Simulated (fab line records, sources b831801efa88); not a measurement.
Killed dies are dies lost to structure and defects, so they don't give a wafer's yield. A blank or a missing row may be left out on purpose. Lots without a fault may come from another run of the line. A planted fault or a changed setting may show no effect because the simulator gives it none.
Chamber matching | flow sky130 | SKY_CAP2M_CVD_00 on pecvd-04: 3 sister chambers
The step deposits SiO2, target thk 15.5 nm. 14 wafers are shown with their chamber, then 7 later ones without.

WAFERS WITH THEIR CHAMBER
wafer  | chamber | heater_power_w (W)
L074.3 | 2       | 811
L074.4 | 2       | 825
L074.5 | 1       | 645
L075.4 | 0       | 579
L075.5 | 1       | 629
L075.6 | 2       | 755
L080.2 | 2       | 671
L080.3 | 1       | 656
L080.6 | 1       | 655
L087.2 | 2       | 759
L087.3 | 1       | 626
L087.5 | 0       | 556
L088.1 | 1       | 631
L088.2 | 2       | 678

SIGNATURES (means of the wafers above)
reading        | chamber 0 | chamber 1 | chamber 2 | scatter within a chamber
heater_power_w | 567.50    | 640.33    | 749.83    | 44.8
Rule: a wafer's distance from a chamber is the root of the sum, over the readings, of the square of ((its reading less the chamber's mean) divided by the reading's scatter). The wafer belongs to the nearest chamber; if the next one is less than 2 further off, it can't be placed. The scatter: the root of (the sum of the squares of (reading less its chamber's mean) over the shown wafers, divided by (wafers less chambers)).

WAFERS WITHOUT THEIR CHAMBER
wafer  | heater_power_w (W)
L088.4 | 675
L090.1 | 674
L090.4 | 817
L090.6 | 684
L091.1 | 791
L091.2 | 571
L091.3 | 661

WHICH CHAMBER EACH WENT THROUGH
wafer  | from the rows above          | in truth
L088.4 | can't be placed: 1 or 2 or 0 | 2
L090.1 | can't be placed: 1 or 2 or 0 | 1
L090.4 | 2                            | 2
L090.6 | can't be placed: 1 or 2 or 0 | 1
L091.1 | 2                            | 2
L091.2 | can't be placed: 0 or 1      | 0
L091.3 | can't be placed: 1 or 2 or 0 | 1
Placed correctly: 2 of 7. Can't be placed from these rows: 5 (the true chamber is among the candidates in 5). Placed wrongly: 0.
